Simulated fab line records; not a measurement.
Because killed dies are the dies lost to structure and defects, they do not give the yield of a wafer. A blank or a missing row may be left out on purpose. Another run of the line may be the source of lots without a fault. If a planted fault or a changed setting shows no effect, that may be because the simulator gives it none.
fab line records	flow sky130
record: lots: 13	wafers: 39	last-day: 50
route steps=708 shown FIELD_ISO@24 NWELL@34 VT_ADJUST_HVTP@95 PAD_OPEN@708
lots that met no fault: from a run of the same line without faults
start-h: hours from the record's opening day to when the first of the lot's shown wafers began	wait-h: hours elapsed since this lot's preceding step	" the same as in the row above	L1.1+2: a single row standing in for several wafers	- no value present, or no start provided	* or withheld: withheld	< > ~ a bound
route shown NAME@n: a module of which the file shows steps, and the number in the route of the first	usual: mean/standard deviation taken from wafers without a fault	same: alike in all rows	chamber/n: place in a boat	sites: per-site readings	_std_site: how widely they spread, as a standard deviation	_edge_site: inner sites' mean taken away from outer sites' mean	radius-mm: how far each site lies from the wafer's centre	mask NAME#n: copy n	behind: the last tool/chamber to shape the wafer	hold: why the lot went on hold/how many hours it stayed there/how the hold came to an end	device: names the non-switching transistor (n, p or np)	end of line: the tests these same wafers got at the end of their route	for a step that has no rows: nothing shown but its recipe	killed: dies that structure and defects cost at the first sort, which is not the same as the wafer's yield	map: the dies of a wafer, with x for killed, . for not killed, _ for no die there
set.NAME: setting as actually run; set.NAME@STEP: the setting as run at that earlier step	model.NAME: the simulator's own value behind a step, which no gauge read
one table for each step of the route and one row for each wafer, over a sample of lots
services: from which hour (start-h, from the record's first day; less than 0 if before it) a tool's chamber was out of use, for how many hours, and why
== steps ==
step: SKY_FIELD_ISO_THK_MEAS_23
recipe: reads: SiO2_of_FIELD_ISO_OXIDATION_22
usual: FIELD_ISO_OXIDATION_01_THK: 10.00/0.16
lot.wafer	tool	chamber	start-h	wait-h	FIELD_ISO_OXIDATION_01_THK[nm]
L898.2	film-metro-01	-	29.85	0.0	9.98
L898.4	"	-	"	"	10.15
L898.5	"	-	"	"	10.15
L900.3	film-metro-02	-	42.90	0.0	9.75
L900.4	"	-	"	"	9.62
L900.6	"	-	"	"	9.89
L901.1	film-metro-02	-	45.40	0.0	10.04
L901.2	"	-	"	"	9.99
L901.4	"	-	"	"	10.30
L904.2	film-metro-02	-	63.23	0.0	9.96
L904.3	"	-	"	"	10.08
L904.4	"	-	"	"	9.86
L905.1	film-metro-02	-	69.00	0.0	10.23
L905.2	"	-	"	"	10.27
L905.4	"	-	"	"	10.21
L906.1	film-metro-02	-	72.63	0.0	9.87
L906.3	"	-	"	"	10.04
L906.6	"	-	"	"	9.81
L907.1	film-metro-04	-	77.81	0.0	10.29
L907.2	"	-	"	"	10.21
L907.3	"	-	"	"	10.20
L908.1	film-metro-01	-	83.84	0.0	9.92
L908.2	"	-	"	"	9.92
L908.6	"	-	"	"	9.79
L917.2	film-metro-02	-	130.75	0.0	9.96
L917.3	"	-	"	"	10.00
L917.5	"	-	"	"	10.00
L918.1	film-metro-01	-	135.55	0.0	9.97
L918.3	"	-	"	"	10.16
L918.6	"	-	"	"	10.09
L919.1	film-metro-04	-	139.05	0.0	10.09
L919.4	"	-	"	"	10.09
L919.5	"	-	"	"	10.18
L920.3	film-metro-04	-	145.19	0.0	9.88
L920.5	"	-	"	"	9.94
L920.6	"	-	"	"	10.05
L921.1	film-metro-04	-	153.96	0.0	10.20
L921.3	"	-	"	"	10.15
L921.5	"	-	"	"	9.91
step: SKY_NWELL_THK_MEAS_02
recipe: reads: SiO2_of_NWELL_OXIDATION_01
usual: NWELL_OXIDATION_THK: 9.97/0.18
lot.wafer	tool	chamber	start-h	wait-h	NWELL_OXIDATION_THK[nm]
L898.2	film-metro-04	-	35.13	0.1	9.98
L898.4	"	-	"	"	9.68
L898.5	"	-	"	"	9.63
L900.3	film-metro-04	-	46.90	0.0	10.08
L900.4	"	-	"	"	10.16
L900.6	"	-	"	"	10.25
L901.1	film-metro-04	-	50.48	0.0	10.44
L901.2	"	-	"	"	10.38
L901.4	"	-	"	"	10.28
L904.2	film-metro-04	-	68.97	0.1	10.22
L904.3	"	-	"	"	10.05
L904.4	"	-	"	"	10.19
L905.1	film-metro-04	-	73.62	0.0	9.87
L905.2	"	-	"	"	9.58
L905.4	"	-	"	"	9.76
L906.1	film-metro-04	-	78.37	0.0	10.01
L906.3	"	-	"	"	9.93
L906.6	"	-	"	"	9.97
L907.1	film-metro-01	-	82.65	0.0	10.16
L907.2	"	-	"	"	10.14
L907.3	"	-	"	"	10.06
L908.1	film-metro-04	-	89.33	0.0	10.23
L908.2	"	-	"	"	10.15
L908.6	"	-	"	"	10.07
L917.2	film-metro-01	-	136.70	0.2	9.88
L917.3	"	-	"	"	9.93
L917.5	"	-	"	"	10.00
L918.1	film-metro-04	-	140.41	0.0	9.89
L918.3	"	-	"	"	10.00
L918.6	"	-	"	"	9.83
L919.1	film-metro-01	-	144.85	0.0	10.01
L919.4	"	-	"	"	10.27
L919.5	"	-	"	"	10.26
L920.3	film-metro-04	-	149.30	0.0	10.13
L920.5	"	-	"	"	10.13
L920.6	"	-	"	"	10.21
L921.1	film-metro-01	-	160.62	0.0	9.89
L921.3	"	-	"	"	9.73
L921.5	"	-	"	"	9.87
step: SKY_NWELL_DEVELOP_09
recipe: wall-angle-deg: 90	developer: TMAH	develop-time-s: 60	dev-temp-c: 23
usual: chill-plate-temp-C: 22.99/0.1
lot.wafer	tool	chamber	start-h	wait-h	chill-plate-temp-C
L898.2	litho-track-03	0	82	-	22.93
L898.4	"	0	"	"	22.96
L898.5	"	0	"	"	23.04
L900.3	litho-track-02	0	96	-	23.00
L900.4	"	0	"	"	22.95
L900.6	"	0	"	"	22.73
L901.1	litho-track-03	0	100	-	23.15
L901.2	"	0	"	"	23.14
L901.4	"	0	"	"	23.14
L904.2	litho-track-03	0	120	-	22.97
L904.3	"	0	"	"	23.10
L904.4	"	0	"	"	23.00
L905.1	litho-track-02	0	126	-	22.97
L905.2	"	0	"	"	23.06
L905.4	"	0	"	"	23.00
L906.1	litho-track-03	0	130	-	23.09
L906.3	"	0	"	"	23.27
L906.6	"	0	"	"	23.12
L907.1	litho-track-01	0	135	-	22.75
L907.2	"	0	"	"	22.98
L907.3	"	0	"	"	23.02
L908.1	litho-track-03	0	143	-	23.05
L908.2	"	0	"	"	22.94
L908.6	"	0	"	"	23.01
L917.2	litho-track-02	0	196	-	23.03
L917.3	"	0	"	"	22.97
L917.5	"	0	"	"	23.10
L918.1	litho-track-02	0	201	-	22.83
L918.3	"	0	"	"	22.87
L918.6	"	0	"	"	22.97
L919.1	litho-track-01	0	205	-	22.86
L919.4	"	0	206	-	23.19
L919.5	"	0	"	"	23.16
L920.3	litho-track-03	0	211	-	23.03
L920.5	"	0	"	"	23.04
L920.6	"	0	"	"	23.01
L921.1	litho-track-02	0	225	-	23.09
L921.3	"	0	"	"	22.93
L921.5	"	0	"	"	22.98
step: SKY_NWELL_OVL_MEAS_10
usual: NWELL_00_OVL: 0.2/1.1
lot.wafer	tool	chamber	start-h	wait-h	NWELL_00_OVL[nm]
L898.2	overlay-01	-	82.66	-	0.9
L898.4	"	-	"	"	-1.8
L898.5	"	-	"	"	-0.6
L900.3	overlay-02	-	96.17	-	1.3
L900.4	"	-	"	"	0.0
L900.6	"	-	"	"	-1.1
L901.1	overlay-01	-	100.30	-	1.4
L901.2	"	-	"	"	2.1
L901.4	"	-	"	"	1.0
L904.2	overlay-02	-	120.26	-	-0.5
L904.3	"	-	"	"	1.2
L904.4	"	-	"	"	2.1
L905.1	overlay-01	-	126.96	-	-0.8
L905.2	"	-	"	"	-1.0
L905.4	"	-	"	"	-0.5
L906.1	overlay-01	-	130.90	-	-
L906.3	"	-	"	"	0.6
L906.6	"	-	"	"	-
L907.1	overlay-02	-	135.94	-	0.5
L907.2	"	-	"	"	0.5
L907.3	"	-	"	"	-1.4
L908.1	overlay-01	-	143.20	-	-
L908.2	"	-	"	"	-
L908.6	"	-	"	"	-
L917.2	overlay-01	-	197.01	-	1.3
L917.3	"	-	"	"	0.1
L917.5	"	-	"	"	0.0
L918.1	overlay-01	-	201.96	-	-0.2
L918.3	"	-	"	"	-2.1
L918.6	"	-	"	"	-1.4
L919.1	overlay-02	-	206.14	-	-1.0
L919.4	"	-	"	"	0.9
L919.5	"	-	"	"	1.3
L920.3	overlay-02	-	211.87	-	1.1
L920.5	"	-	"	"	0.4
L920.6	"	-	"	"	-1.3
L921.1	overlay-02	-	225.91	-	-1.0
L921.3	"	-	"	"	1.4
L921.5	"	-	"	"	0.7
step: SKY_VT_ADJUST_HVTP_STRIP_10
recipe: chemistry: O2/N2	power-w: 1400	pressure-mtorr: 1500	platen-temp-c: withheld	o2-flow-sccm: 3000	n2-flow-sccm: 300	overash-fraction: 0.5
usual: drypump-motor-current-A: 5.5/0.53	oes-product-au: 0.716/0.0046	strip-time-to-endpoint-s: 14.17/0.039
lot.wafer	tool	chamber	start-h	wait-h	drypump-motor-current-A	oes-product-au	rf-hours-counter-h	strip-time-to-endpoint-s
L898.2	plasma-asher-03	0	118.71	0.1	6.1	0.717	0	14.15
L898.4	"	0	"	"	6.1	0.712	-	14.15
L898.5	"	0	"	"	6.1	0.715	-	14.18
L900.3	plasma-asher-04	0	132.79	0.1	5.6	0.715	-	14.22
L900.4	"	1	"	"	4.9	0.709	-	14.24
L900.6	"	0	"	"	5.6	0.703	-	14.21
L901.1	plasma-asher-03	0	137.97	0.1	6.1	0.718	2	14.13
L901.2	"	1	"	"	5.4	0.721	2	14.16
L901.4	"	0	"	"	6.1	0.721	-	14.16
L904.2	plasma-asher-04	1	160.22	0.1	5.0	0.713	49	14.16
L904.3	"	0	"	"	5.6	0.725	-	14.11
L904.4	"	1	"	"	5.0	0.715	-	14.14
L905.1	plasma-asher-02	1	166.67	0.1	4.8	0.718	34	14.17
L905.2	"	0	"	"	6.0	0.720	34	14.12
L905.4	"	0	"	"	6.0	0.717	-	14.15
L906.1	plasma-asher-02	1	171.71	0.1	4.8	0.722	34	14.20
L906.3	"	1	"	"	4.8	0.716	-	14.18
L906.6	"	1	"	"	4.8	0.719	-	14.17
L907.1	plasma-asher-02	1	177.31	0.1	4.8	0.715	35	14.14
L907.2	"	0	"	"	6.1	0.720	35	14.25
L907.3	"	1	"	"	4.7	0.717	-	14.21
L908.1	plasma-asher-03	1	184.22	0.1	5.4	0.708	6	14.18
L908.2	"	0	"	"	6.1	0.717	6	14.17
L908.6	"	0	"	"	6.1	0.717	-	14.15
L917.2	plasma-asher-03	1	243.42	0.1	5.3	0.711	13	14.14
L917.3	"	1	"	"	5.4	0.710	-	14.20
L917.5	"	1	"	"	5.3	0.719	-	14.17
L918.1	plasma-asher-03	1	249.46	0.1	5.3	0.712	14	14.19
L918.3	"	1	"	"	5.3	0.712	-	14.20
L918.6	"	0	"	"	6.1	0.717	-	14.25
L919.1	plasma-asher-02	1	253.66	0.1	4.8	0.706	44	14.14
L919.4	"	1	"	"	4.8	0.714	-	14.13
L919.5	"	0	"	"	6.0	0.704	-	14.13
L920.3	plasma-asher-02	1	259.41	0.1	4.8	0.717	-	14.23
L920.5	"	1	"	"	4.7	0.715	-	14.21
L920.6	"	0	"	"	6.1	0.716	-	14.21
L921.1	plasma-asher-04	1	275.12	0.1	5.0	0.722	54	14.17
L921.3	"	0	"	"	5.6	0.719	-	14.13
L921.5	"	0	"	"	5.6	0.718	-	14.17
step: SKY_PAD_OPEN_PROBE_99
usual: killed_at_M0_to_M3: 42/7.7	killed_at_M4_up: 3.1/1.9	killed-at-contacts: 24/4.9	killed-at-front-end: 15/4.6	killed-at-other: 0.3/0.51	killed-dies: 85/9.9	killed-on-rim: 17/4.1	killed-open: 47/7.1	killed-short: 38/6.7
same: gross-dies: 492	killed-at-back-side: 0
lot.wafer	tool	chamber	start-h	wait-h	killed_at_M0_to_M3	killed_at_M4_up	killed-at-contacts	killed-at-front-end	killed-at-other	killed-dies	killed-on-rim	killed-open	killed-short
L906.1	prober-01	-	1126.38	0.1	49	3	22	418	0	492	96	50	34
L906.3	prober-01	-	1126.48	0.2	49	0	28	13	2	92	20	49	43
L906.6	prober-01	-	1126.63	0.2	36	4	20	432	0	492	96	42	29
L908.1	prober-01	-	1136.93	0.1	25	6	22	438	1	492	96	32	34
L908.2	prober-01	-	1136.98	0.1	37	1	33	421	0	492	96	44	39
L908.6	prober-01	-	1137.18	0.2	43	5	27	417	0	492	96	41	47
killed by level:class
L906.1 NWELL:area-develop=408 VIA3:geometric-particle:open=12 LI_CONTACT:geometric-particle:open=9 METAL1:geometric-particle:short=9 VIA1:geometric-particle:open=7 CONTACT:geometric-particle:open=6 LOCAL_INTERCONNECT:geometric-particle:short=5 METAL2:geometric-particle:short=4
L906.3 LI_CONTACT:geometric-particle:open=11 VIA1:geometric-particle:open=10 VIA1:geometric-particle:short=10 CONTACT:geometric-particle:open=8 METAL1:geometric-particle:short=5 METAL2:geometric-particle:short=5 FIELD_ISO:geometric-particle:short=4 POLY_GATE:geometric-particle:open=4
L906.6 NWELL:area-develop=421 VIA1:geometric-particle:open=13 CONTACT:geometric-particle:open=9 METAL1:geometric-particle:short=7 VIA3:geometric-particle:open=6 LOCAL_INTERCONNECT:geometric-particle:short=5 CONTACT:geometric-particle:short=4 FIELD_ISO:geometric-particle:open=3
L908.1 NWELL:area-develop=426 LI_CONTACT:geometric-particle:open=10 CONTACT:geometric-particle:open=7 VIA1:geometric-particle:short=5 VIA2:geometric-particle:open=5 METAL4:geometric-particle:short=5 CONTACT:geometric-particle:short=4 VIA1:geometric-particle:open=4
L908.2 NWELL:area-develop=409 CONTACT:geometric-particle:open=11 VIA1:geometric-particle:open=11 CONTACT:geometric-particle:short=8 LOCAL_INTERCONNECT:geometric-particle:short=6 METAL1:geometric-particle:short=6 VIA2:geometric-particle:open=6 LI_CONTACT:geometric-particle:short=5
L908.6 NWELL:area-develop=404 LI_CONTACT:geometric-particle:open=11 VIA1:geometric-particle:open=10 VIA1:geometric-particle:short=8 CONTACT:geometric-particle:short=6 METAL1:geometric-particle:short=6 LOCAL_INTERCONNECT:geometric-particle:short=5 METAL4:geometric-particle:short=5
== services ==
tool	chamber	start-h	hours	kind
plasma-asher-02	-	98.20	15.6	pm
plasma-asher-03	-	108.75	9.0	pm
plasma-asher-03	0	108.75	9.0	vent-cycle
plasma-asher-03	1	108.75	9.0	vent-cycle
plasma-asher-03	0	117.75	-	clean
plasma-asher-03	1	117.75	-	clean
plasma-asher-03	-	139.75	6.9	repair
plasma-asher-04	-	199.78	0.7	repair
plasma-asher-04	-	208.36	54.3	repair
litho-track-02	-	264.29	-	consumable-replace:filter
== key ==
first-sign: step: SKY_NWELL_OVL_MEAS_10	reading: NWELL_00_OVL	direction: missing
effect: step: SKY_PAD_OPEN_PROBE_99	reading: killed-at-front-end	direction: up	sigmas: 88	usual: 15	struck: 425
more-kills-born-at: SKY_NWELL_DEVELOP_09@litho-track-03: 2068
met-at SKY_NWELL_DEVELOP_09
struck-lots L906,L908
struck-wafers L906.1,L906.6,L908.1,L908.2,L908.6
tester-left-out L906,L908
not-acting-at SKY_FIELD_ISO_THK_MEAS_23,SKY_NWELL_THK_MEAS_02,SKY_VT_ADJUST_HVTP_STRIP_10
onset-between 120 130
fault: kind: process-parameter-drift	tool: litho-track-03	chamber: -	onset-h: 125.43	steps: SKY_NWELL_DEVELOP_09	channel: develop-time-s	offset: *	shape: step	end-h: 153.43	scope: struck-wafers-only	acts-in: *	stated: *
tester-left-out: of these lots the tester's yield and bins aren't shown, on N5 and GAA mostly nor the transistor test; their killed dies are dies lost to structure and defects alone, not to doping, threshold or leakage, so they don't give the yield
